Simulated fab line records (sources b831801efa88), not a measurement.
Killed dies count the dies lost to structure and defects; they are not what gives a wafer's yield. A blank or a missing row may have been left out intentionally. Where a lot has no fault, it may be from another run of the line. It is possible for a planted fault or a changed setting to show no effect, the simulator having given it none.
fab line records | flow sky130
[record] lots = 5 wafers = 14 last_day = 50
route steps=708 shown METAL5@671 PASSIVATION@681 PAD_OPEN@694
lots that met no fault: taken from a fault-free run of the same line
start_h: hours from the record's opening day to when the first of the lot's shown wafers began | wait_h: hours elapsed since this lot's preceding step | " unchanged from the row above | L1.1+2: a row that stands for several wafers | - value missing, or start not given | * or withheld: withheld | < > ~ a bound
route shown NAME@n: names a module that has steps shown in the file, with the first one's number in the route | usual: average and standard deviation across the fault-free wafers | same: alike in all rows | chamber/n: place in a boat | sites: the reading at each site | _std_site: their standard deviation | _edge_site: inner sites' mean taken away from outer sites' mean | radius_mm: for every site, how far away it sits from the centre of the wafer | mask NAME#n: copy n | behind: the most recent tool/chamber to have shaped the wafer | hold: cause of the lot's hold/its duration in hours/its outcome | device: the transistor (n, p or np) that didn't switch | end of line: the tests these same wafers got at the end of their route | a step without rows: its recipe alone | killed: at the first sort, the dies lost to defects and structure; wafer yield is something else | map: shows each die of a wafer: x if killed, . if not, _ if none is there
set.NAME: the setting that was run; set.NAME@STEP: the one run at that earlier step | model.NAME: the simulator's own value behind a step, which no gauge read
certain route steps with their lots: each step a table, each wafer a row
services: a tool's chamber out of use, with start hour (start_h, from the record's first day; less than 0 if before it), hours out, and reason
[[steps]]
[step SKY_METAL5_SOFTBAKE_10]
[recipe] temp_c = 90 time_s = 60 resist = NOVOLAK
[step SKY_METAL5_EXPOSE_11]
[recipe] mask_id = MM5 na = 0.6 source_shape = conventional sigma_outer = 0.6 polarization = unpolarized target_cd_nm = 1600 dose_mj = 190
[step SKY_METAL5_PEB_12]
[recipe] temp_c = withheld time_s = * resist = NOVOLAK
[step SKY_METAL5_DEVELOP_13]
[recipe] resist = NOVOLAK developer = TMAH develop_time_s = 60 dev_temp_c = 23
[step SKY_METAL5_DESCUM_14]
[recipe] chemistry = O2 source_power_w = 150 bias_power_w = 0 pressure_mtorr = 10 temp_c = 40 time_s = 11
[usual] drypump_motor_current_A = 5.6/0.34 oes_product_au = 1.008/0.014 rf_fwd_power_W = 147.2/0.84
[same] bias_power_w = 0
// columns lot.wafer tool chamber start_h wait_h drypump_motor_current_A oes_product_au rf_fwd_power_W rf_hours_counter_h
L423.1 rie_metal-04 0 1044.17 0.1 5.9 0.999 146.7 18
L423.2 " 1 " " 5.7 1.001 147.1 6
L423.6 " 0 " " 5.9 0.985 146.7 -
L421.1 rie_metal-03 0 1044.79 0.1 5.9 0.989 146.2 6
L421.4 " 0 " " 5.9 0.997 145.9 -
L421.5 " 0 " " 5.9 0.997 146.3 -
L435.1 rie_metal-02 1 1124.82 0.1 5.0 1.018 148.5 24
L435.5 " 1 " " 5.0 1.034 149.3 -
L441.2 rie_metal-03 0 1153.03 0.1 5.9 1.008 146.2 15
L441.3 " 0 " " 5.9 0.999 146.6 -
L441.6 " 0 " " 5.9 1.004 147.3 -
L442.1 rie_metal-03 1 1158.68 0.1 5.6 1.002 146.4 22
L442.4 " 0 " " 5.9 1.008 146.9 -
L442.5 " 0 " " 5.9 1.004 146.9 -
[step SKY_METAL5_METAL_ETCH_15]
[recipe] target_depth_a = 12600 stop_on = SiO2 over_etch_frac = 0.2 time_s = 252 chemistry = Cl2/BCl3 resist_sidewall_deg = 86 pressure_mtorr = 10 icp_w = 900 bias_w = 48.5 Cl2_flow_sccm = 60 bcl3_flow_sccm = 30
[usual] drypump_motor_current_A = 5.6/0.34 oes_product_au = 0.894/0.0049 rf_fwd_power_W = 897.7/2.8 throttle_valve_pct = 22.266/0.0094
// columns lot.wafer tool chamber start_h wait_h drypump_motor_current_A oes_product_au rf_fwd_power_W rf_hours_counter_h throttle_valve_pct
L423.1 rie_metal-04 0 1044.21 0.0 5.9 0.891 897.9 18 22.260
L423.2 " 1 " " 5.7 0.884 898.2 6 22.286
L423.6 " 0 " " 5.9 0.892 899.1 - 22.249
L421.1 rie_metal-03 0 1044.83 0.0 5.9 0.902 898.8 6 22.279
L421.4 " 0 " " 5.9 0.898 895.7 - 22.259
L421.5 " 0 " " 5.9 0.893 897.7 - 22.278
L435.1 rie_metal-02 1 1124.86 0.0 5.0 0.893 899.8 24 22.279
L435.5 " 1 " " 5.0 0.896 898.7 - 22.262
L441.2 rie_metal-03 0 1153.07 0.0 5.9 0.900 894.8 15 22.272
L441.3 " 0 " " 5.9 0.890 896.6 - 22.261
L441.6 " 0 " " 5.9 0.888 896.1 - 22.262
L442.1 rie_metal-03 1 1158.72 0.0 5.6 0.892 894.6 22 22.278
L442.4 " 0 " " 5.9 0.895 896.7 - 22.269
L442.5 " 0 " " 5.9 0.888 895.2 - 22.254
[step SKY_METAL5_STRIP_16]
[recipe] chemistry = O2/N2 power_w = 1400 pressure_mtorr = 1500 platen_temp_c = withheld o2_flow_sccm = 3000 n2_flow_sccm = 300 overash_fraction = 0.5
[usual] drypump_motor_current_A = 5.7/0.38 oes_product_au = 0.710/0.0045 strip_time_to_endpoint_s = 12.96/0.19
// columns lot.wafer tool chamber start_h wait_h drypump_motor_current_A oes_product_au rf_hours_counter_h strip_time_to_endpoint_s
L423.1 plasma_asher-04 1 1044.44 0.2 5.4 0.712 88 13.14
L423.2 " 0 " " 6.6 0.704 88 13.05
L423.6 " 0 " " 6.6 0.709 - 13.15
L421.1 plasma_asher-04 1 1045.06 0.2 5.4 0.705 88 13.24
L421.4 " 1 " " 5.4 0.710 - 13.25
L421.5 " 1 " " 5.4 0.707 - 13.20
L435.1 plasma_asher-01 1 1125.09 0.2 5.9 0.710 7 12.63
L435.5 " 0 " " 5.7 0.711 - 12.54
L441.2 plasma_asher-01 1 1153.30 0.2 5.9 0.711 10 13.17
L441.3 " 0 " " 5.7 0.713 - 13.02
L441.6 " 0 " " 5.7 0.701 - 13.19
L442.1 plasma_asher-01 1 1158.95 0.2 5.9 0.714 10 13.13
L442.4 " 1 " " 5.9 0.708 - 13.05
L442.5 " 1 " " 5.9 0.705 - 13.10
[step SKY_METAL5_STRIP_17]
[recipe] chemistry = post_etch_residue_remover time_s = 1200 temp_c = 72.5
[step SKY_METAL5_CLEAN_18]
[recipe] chemistry = IPA time_s = 180 temp_c = 25
[step SKY_METAL5_CLEAN_19]
[recipe] chemistry = O3/DIW dry = n2_spin
[step SKY_PASSIVATION_CVD_00]
[recipe] material = SiO2 target_thk_nm = 90 temp_c = 400 time_s = withheld rf_w = 600
[usual] heater_power_w = 673/87 rf_fwd_power_W = 589/3.1
// columns lot.wafer tool chamber start_h wait_h heater_power_w rf_fwd_power_W
L423.1 pecvd-01 2 1045.11 0.0 674 587
L423.2 " 1 " " 828 592
L423.6 " 2 " " 705 588
L421.1 pecvd-02 2 1045.65 0.0 642 594
L421.4 " 1 " " 720 590
L421.5 " 2 " " 650 591
L435.1 pecvd-02 0 1125.68 0.0 585 585
L435.5 " 0 " " 567 589
L441.2 pecvd-03 0 1153.92 0.0 604 589
L441.3 " 0 " " 605 589
L441.6 " 0 " " 618 586
L442.1 pecvd-02 2 1159.54 0.0 640 592
L442.4 " 0 " " 554 586
L442.5 " 1 " " 848 588
[step SKY_PASSIVATION_THK_MEAS_01]
[recipe] reads = SiO2_of_PASSIVATION_CVD_00
[usual] PASSIVATION_CVD_00_THK = 90.0/1.3
// columns lot.wafer tool chamber start_h wait_h PASSIVATION_CVD_00_THK[nm]
L423.1 film_metro-04 - 1045.13 - 89.8
L423.2 " - " " 88.9
L423.6 " - " " 91.5
L421.1 film_metro-01 - 1045.68 - 87.3
L421.4 " - " " 89.7
L421.5 " - " " 89.5
L435.1 film_metro-01 - 1125.70 - 88.4
L435.5 " - " " 91.3
L441.2 film_metro-04 - 1153.96 - 89.0
L441.3 " - " " 90.2
L441.6 " - " " 90.1
L442.1 film_metro-04 - 1159.56 - 88.9
L442.4 " - " " 89.6
L442.5 " - " " 89.8
[step SKY_PASSIVATION_CVD_02]
[recipe] material = Si3N4 target_thk_nm = 540 temp_c = 400 time_s = withheld rf_w = 450
[usual] heater_power_w = 715/86 rf_fwd_power_W = 449.3/1.3
// columns lot.wafer tool chamber start_h wait_h heater_power_w rf_fwd_power_W model.Si3N4_of_PASSIVATION_CVD_02.thk_nm
L423.1 pecvd-03 0 1045.19 0.1 690 450.0 523.8
L423.2 " 2 " " 734 449.1 543
L423.6 " 2 " " 598 448.3 551.2
L421.1 pecvd-01 0 1045.74 0.1 713 450.0 534.6
L421.4 " 0 " " 739 446.7 542.2
L421.5 " 2 " " 807 451.1 541.4
L435.1 pecvd-03 1 1125.76 0.1 689 446.6 523.3
L435.5 " 0 " " 699 450.7 578.1
L441.2 pecvd-01 2 1154.01 0.0 825 448.4 539
L441.3 " 1 " " 823 449.0 533.3
L441.6 " 0 " " 679 448.3 541.8
L442.1 pecvd-01 0 1159.62 0.1 695 447.4 532.6
L442.4 " 0 " " 740 450.7 544.3
L442.5 " 2 " " 864 449.3 537.7
[step SKY_PASSIVATION_THK_MEAS_03]
[recipe] reads = Si3N4_of_PASSIVATION_CVD_02
[usual] PASSIVATION_CVD_02_THK = 537/8.7
// columns lot.wafer tool chamber start_h wait_h PASSIVATION_CVD_02_THK[nm]
L423.1 film_metro-01 - 1045.41 - 524
L423.2 " - " " 543
L423.6 " - " " 551
L421.1 film_metro-04 - 1045.96 - 535
L421.4 " - " " 542
L421.5 " - " " 542
L435.1 film_metro-01 - 1125.99 - 523
L435.5 " - " " 578
L441.2 film_metro-01 - 1154.24 - 539
L441.3 " - " " 534
L441.6 " - " " 542
L442.1 film_metro-02 - 1159.85 - 533
L442.4 " - " " 544
L442.5 " - " " 538
[step SKY_PASSIVATION_DEHYDRATE_04]
[recipe] temp_c = 200 time_s = 60
[step SKY_PASSIVATION_HMDS_05]
[recipe] prime_time_s = 60 prime_temp_c = 120
[step SKY_PASSIVATION_COAT_06]
[recipe] spin_rpm = 2000 resist_thk_nm = 3000
[step SKY_PASSIVATION_SOFTBAKE_07]
[recipe] temp_c = 110 time_s = withheld
[step SKY_PASSIVATION_EXPOSE_08]
[recipe] mask_id = NSM target_cd_nm = 3000 na = 0.57 dose_mj = 260
[step SKY_PASSIVATION_PEB_09]
[recipe] temp_c = 115 time_s = withheld
[step SKY_PASSIVATION_DEVELOP_10]
[recipe] develop_time_s = 60 dev_temp_c = 23
[step SKY_PASSIVATION_ETCH_11]
[recipe] chemistry = CF4/O2 target_depth_nm = 725 stop_on = AlCu source_w = 800 bias_w = 150 pressure_mtorr = 150 cf4_flow_sccm = 80 O2_flow_sccm = 10 time_s = 161.1
[usual] drypump_motor_current_A = 5.7/0.53 oes_product_au = 0.975/0.0083 rf_fwd_power_W = 797.1/2.6 throttle_valve_pct = 5.964/0.0088
// columns lot.wafer tool chamber start_h wait_h drypump_motor_current_A oes_product_au rf_fwd_power_W rf_hours_counter_h throttle_valve_pct model.etch.depth_nm model.PASSIVATION.feature_depth_nm
L423.1 rie_diel-01 2 1066.71 - 6.5 0.967 794.4 22 5.947 685.9 685.9
L423.2 " 1 " " 5.4 0.978 800.9 24 5.974 705.4 705.4
L423.6 " 0 " " 6.5 0.969 796.2 - 5.955 693.3 693.3
L421.1 rie_diel-01 0 1067.44 - 6.5 0.968 799.2 25 5.973 696.9 696.9
L421.4 " 2 " " 6.5 0.981 800.9 22 5.947 706.9 706.9
L421.5 " 0 " " 6.5 0.962 796.2 - 5.974 696.1 696.1
L435.1 rie_diel-04 0 1144.89 - 5.7 0.966 793.7 20 5.963 686.2 686.2
L435.5 " 1 " " 5.6 1.001 794.5 - 5.968 737.7 737.7
L441.2 rie_diel-03 3 1171.54 - 6.3 0.970 801.2 32 5.956 700.8 700.8
L441.3 " 1 " " 5.9 0.974 798.5 28 5.970 697.4 697.4
L441.6 " 1 " " 5.9 0.978 793.7 - 5.959 704.8 704.8
L442.1 rie_diel-04 3 1177.01 - 5.9 0.964 800.0 19 5.947 696.2 696.2
L442.4 " 0 " " 5.7 0.982 795.0 21 5.967 708.1 708.1
L442.5 " 3 " " 5.9 0.978 795.2 - 5.974 702 702
[step SKY_PASSIVATION_STRIP_12]
[recipe] chemistry = O2/N2 power_w = 1400 pressure_mtorr = 1500 platen_temp_c = withheld overash_fraction = 0.7 o2_flow_sccm = 3000 n2_flow_sccm = 300
[step SKY_PAD_OPEN_DEHYDRATE_00]
[recipe] temp_c = 200 time_s = 60
[step SKY_PAD_OPEN_HMDS_01]
[recipe] prime_time_s = 60 prime_temp_c = 120
[step SKY_PAD_OPEN_COAT_02]
[recipe] spin_rpm = 2000 resist_thk_nm = 3000
[step SKY_PAD_OPEN_SOFTBAKE_03]
[recipe] temp_c = 110 time_s = withheld
[step SKY_PAD_OPEN_EXPOSE_04]
[recipe] mask_id = PDM target_cd_nm = 60000 na = 0.57 dose_mj = 260
[step SKY_PAD_OPEN_PEB_05]
[recipe] temp_c = 115 time_s = withheld
[step SKY_PAD_OPEN_DEVELOP_06]
[recipe] develop_time_s = 60 dev_temp_c = 23
[step SKY_PAD_OPEN_ETCH_07]
[recipe] chemistry = CF4/O2 target_depth_nm = 725 stop_on = AlCu source_w = 800 bias_w = 150 pressure_mtorr = 150 cf4_flow_sccm = 80 O2_flow_sccm = 10 time_s = 161.1
[usual] drypump_motor_current_A = 5.5/0.47 oes_product_au = 0.975/0.0084 rf_fwd_power_W = 797.0/2.5 throttle_valve_pct = 5.964/0.0097
// columns lot.wafer tool chamber start_h wait_h drypump_motor_current_A oes_product_au rf_fwd_power_W rf_hours_counter_h throttle_valve_pct model.PAD_OPEN.feature_depth_nm model.etch.depth_nm
L423.1 rie_diel-02 1 1088.31 - 5.7 0.958 794.0 27 5.963 685.9 685.9
L423.2 " 3 " " 5.1 0.974 797.6 14 5.955 705.6 705.6
L423.6 " 2 " " 5.2 0.976 794.3 - 5.966 710.5 710.5
L421.1 rie_diel-01 1 1089.53 - 5.4 0.967 797.4 25 5.977 696.9 696.9
L421.4 " 3 " " 4.8 0.985 793.9 11 5.970 706.9 706.9
L421.5 " 3 " " 4.8 0.978 796.7 - 5.961 705.2 705.2
L435.1 rie_diel-03 2 1163.28 - 5.0 0.965 795.3 2 5.953 686.2 686.2
L435.5 " 1 " " 5.9 0.995 796.8 - 5.973 735.5 735.5
L441.2 rie_diel-02 2 1187.58 - 5.2 0.973 792.6 17 5.951 700.8 700.8
L441.3 " 3 " " 5.1 0.970 798.8 18 5.960 697.4 697.4
L441.6 " 1 " " 5.7 0.975 794.2 - 5.957 704.8 704.8
L442.1 rie_diel-01 2 1192.79 - 6.5 0.975 798.0 27 5.957 696.2 696.2
L442.4 " 3 " " 4.8 0.968 796.9 - 5.962 694.8 694.8
L442.5 " 2 " " 6.5 0.978 795.3 - 5.981 702 702
[step SKY_PAD_OPEN_STRIP_08]
[recipe] chemistry = O2/N2 power_w = 1400 pressure_mtorr = 1500 platen_temp_c = withheld overash_fraction = 0.7 o2_flow_sccm = 3000 n2_flow_sccm = 300
[usual] drypump_motor_current_A = 5.9/0.41 oes_product_au = 0.663/0.0044
// columns lot.wafer tool chamber start_h wait_h drypump_motor_current_A oes_product_au rf_hours_counter_h
L423.1 plasma_asher-01 1 1088.41 0.1 5.9 0.663 3
L423.2 " 0 " " 5.7 0.664 3
L423.6 " 0 " " 5.7 0.667 -
L421.1 plasma_asher-03 0 1089.64 0.1 6.0 0.665 61
L421.4 " 0 " " 6.0 0.657 -
L421.5 " 0 " " 6.1 0.665 -
L435.1 plasma_asher-04 0 1163.39 0.1 6.6 0.661 100
L435.5 " 0 " " 6.6 0.667 -
L441.2 plasma_asher-01 0 1187.69 0.1 5.7 0.657 12
L441.3 " 1 " " 5.9 0.664 -
L441.6 " 0 " " 5.7 0.659 -
L442.1 plasma_asher-03 0 1192.90 0.1 6.0 0.673 71
L442.4 " 1 " " 5.6 0.657 -
L442.5 " 0 " " 6.0 0.663 -
[step SKY_PAD_OPEN_STRIP_09]
[recipe] chemistry = post_etch_residue_remover time_s = 1200 temp_c = 72.5
// columns lot.wafer tool chamber start_h wait_h model.Si3N4_of_PASSIVATION_CVD_02.thk_nm
L423.1 wet_bench-02 1 1088.51 0.1 523.5
L423.2 " 1 " " 542.6
L423.6 " 1 " " 550.8
L421.1 wet_bench-01 0 1089.74 0.1 534.2
L421.4 " 0 " " 541.9
L421.5 " 0 " " 541
L435.1 wet_bench-01 2 1163.49 0.1 522.9
L435.5 " 2 " " 577.7
L441.2 wet_bench-03 1 1187.79 0.1 538.6
L441.3 " 1 " " 533
L441.6 " 1 " " 541.5
L442.1 wet_bench-01 2 1193.00 0.1 532.2
L442.4 " 2 " " 543.9
L442.5 " 2 " " 537.3
[step SKY_PAD_OPEN_CLEAN_10]
[recipe] chemistry = IPA time_s = 180 temp_c = 25
[step SKY_PAD_OPEN_PROBE_99]
[usual] defect_limited_yield = 82.5/2 killed_at_M0_to_M3 = 44/7.7 killed_at_M4_up = 3.0/1.9 killed_at_contacts = 25/5.6 killed_at_front_end = 15/4.6 killed_at_other = 0.3/0.47 killed_dies = 86/9.9 killed_open = 47/7.4 killed_short = 39/5.9 sort_bin_3_pad_short = 0.8/0.37 sort_bin_5_function = 10.4/1.5 sort_bin_6_memory = 6.3/1 sort_n_pass = 406/9.9 sort_yield_pct = 82.5/2
[same] gross_dies = 492 killed_at_back_side = 0 sort_bin_4_leakage[%] = 0 sort_bin_8_speed[%] = 0
// columns lot.wafer tool chamber start_h wait_h defect_limited_yield[%] killed_at_M0_to_M3 killed_at_M4_up killed_at_contacts killed_at_front_end killed_at_other killed_dies killed_open killed_short sort_bin_3_pad_short[%] sort_bin_5_function[%] sort_bin_6_memory[%] sort_n_pass sort_yield_pct[%]
L435.1 prober-02 - 1165.64 0.1 81.1 47 6 21 19 0 93 45 48 0.6 10.6 7.7 399 81.1
L435.5 prober-02 - 1165.84 0.2 80.5 45 5 36 10 0 96 62 34 1.0 11.6 6.9 396 80.5
L441.2 prober-02 - 1189.96 0.1 81.7 39 2 36 13 0 90 43 47 0.8 10.6 6.9 402 81.7
L441.3 prober-02 - 1190.01 0.2 81.5 43 4 22 22 0 91 51 40 1.4 10.2 6.9 401 81.5
L441.6 prober-02 - 1190.16 0.2 83.5 36 5 27 12 1 81 38 43 0.6 10.0 5.9 411 83.5
L442.1 prober-01 - 1195.12 0.1 82.5 45 1 26 14 0 86 48 38 1.0 10.4 6.1 406 82.5
L442.4 prober-01 - 1195.27 0.2 80.1 46 3 21 27 1 98 51 47 1.0 9.6 9.3 394 80.1
L442.5 prober-01 - 1195.32 0.2 83.1 42 1 21 19 0 83 45 38 1.4 11.2 4.3 409 83.1
// killed by level:class
L435.1 VIA1:geometric_particle:open=12 FIELD_ISO:geometric_particle:short=9 CONTACT:geometric_particle:open=9 VIA2:geometric_particle:open=9 METAL1:geometric_particle:short=6 VIA1:geometric_particle:short=5 LI_CONTACT:geometric_particle:open=4 LOCAL_INTERCONNECT:geometric_particle:short=4
L435.5 CONTACT:geometric_particle:open=13 LI_CONTACT:geometric_particle:open=12 VIA1:geometric_particle:open=9 VIA2:geometric_particle:open=9 VIA3:geometric_particle:open=9 METAL1:geometric_particle:short=6 LOCAL_INTERCONNECT:geometric_particle:short=4 VIA3:geometric_particle:short=4
L441.2 CONTACT:geometric_particle:open=12 CONTACT:geometric_particle:short=9 VIA2:geometric_particle:open=7 LI_CONTACT:geometric_particle:open=6 VIA3:geometric_particle:open=6 FIELD_ISO:geometric_particle:short=5 LOCAL_INTERCONNECT:geometric_particle:short=5 VIA1:geometric_particle:open=5
L441.3 VIA1:geometric_particle:open=11 FIELD_ISO:geometric_particle:open=7 VIA2:geometric_particle:open=7 CONTACT:geometric_particle:open=6 LI_CONTACT:geometric_particle:open=6 POLY_GATE:geometric_particle:open=5 CONTACT:geometric_particle:short=5 VIA3:geometric_particle:open=5
L441.6 CONTACT:geometric_particle:open=9 METAL1:geometric_particle:short=6 LI_CONTACT:geometric_particle:open=5 CONTACT:geometric_particle:short=5 VIA2:geometric_particle:open=5 METAL4:geometric_particle:short=5 VIA3:geometric_particle:open=4 LI_CONTACT:geometric_particle:short=4
L442.1 VIA1:geometric_particle:open=14 VIA3:geometric_particle:open=9 LI_CONTACT:geometric_particle:open=7 CONTACT:geometric_particle:open=7 CONTACT:geometric_particle:short=6 VIA1:geometric_particle:short=5 LOCAL_INTERCONNECT:geometric_particle:short=4 METAL1:geometric_particle:short=4
L442.4 VIA3:geometric_particle:open=9 FIELD_ISO:geometric_particle:open=8 CONTACT:geometric_particle:open=8 VIA1:geometric_particle:open=8 POLY_GATE:geometric_particle:short=6 METAL1:geometric_particle:short=6 FIELD_ISO:geometric_particle:short=5 LOCAL_INTERCONNECT:geometric_particle:short=5
L442.5 CONTACT:geometric_particle:open=8 METAL1:geometric_particle:short=7 VIA1:geometric_particle:open=6 VIA2:geometric_particle:open=6 LI_CONTACT:geometric_particle:open=5 METAL3:geometric_particle:short=5 FIELD_ISO:geometric_particle:open=4 POLY_GATE:geometric_particle:open=4
[[services]]
// columns tool chamber start_h hours kind
rie_diel-02 2 1022.33 3.2 repair
rie_diel-01 - 1030.24 2.8 pm
rie_metal-03 - 1035.85 1.5 repair
rie_diel-02 1 1037.27 9.3 repair
rie_diel-01 3 1043.77 1.9 repair
rie_diel-02 0 1047.60 3.3 repair
rie_metal-04 1 1048.71 2.9 repair
rie_diel-02 2 1053.83 2.4 repair
plasma_asher-01 - 1055.25 9.0 pm
plasma_asher-04 - 1068.54 0.9 repair
pecvd-01 - 1099.99 5.5 pm
rie_diel-02 - 1101.00 0.4 repair
plasma_asher-04 - 1109.04 1.8 repair
pecvd-01 - 1120.06 4.3 pm
rie_diel-02 3 1120.39 3.5 repair
pecvd-02 - 1129.90 1.6 repair
pecvd-03 0 1135.12 3.6 repair
pecvd-03 - 1157.69 2.8 pm
rie_metal-04 1 1159.18 1.1 repair
pecvd-03 1 1162.85 4.2 repair
plasma_asher-01 - 1163.65 2.8 pm
plasma_asher-01 - 1167.87 5.7 repair
rie_metal-04 - 1173.52 1.9 repair
plasma_asher-01 - 1185.66 1.6 repair
[[key]]
[first_sign] step = SKY_PASSIVATION_THK_MEAS_03 reading = PASSIVATION_CVD_02_THK direction = up sigmas = 4.7 usual = 537 struck = 578
[effect] step = SKY_PASSIVATION_ETCH_11 reading = oes_product_au direction = up sigmas = 3.2 usual = 0.975 struck = 1.001
[model_effect] step = SKY_PASSIVATION_CVD_02 value = Si3N4_of_PASSIVATION_CVD_02.thk_nm without = 539.8 struck = 578.1
[model_effect] step = SKY_PASSIVATION_ETCH_11 value = etch.depth_nm without = 705.5 struck = 737.7
[model_effect] step = SKY_PAD_OPEN_ETCH_07 value = PAD_OPEN.feature_depth_nm without = 705.5 struck = 735.5
[model_effect] step = SKY_PAD_OPEN_STRIP_09 value = Si3N4_of_PASSIVATION_CVD_02.thk_nm without = 539.4 struck = 577.7
met_at SKY_PASSIVATION_CVD_02
struck_wafers L435.5
onset_between 1045.19 1125.76
[fault] kind = process_parameter_drift tool = pecvd-03 chamber = - onset_h = 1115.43 steps = SKY_PASSIVATION_CVD_02 channel = time_s offset = withheld shape = step end_h = 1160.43 scope = struck_wafers_only acts_in = *
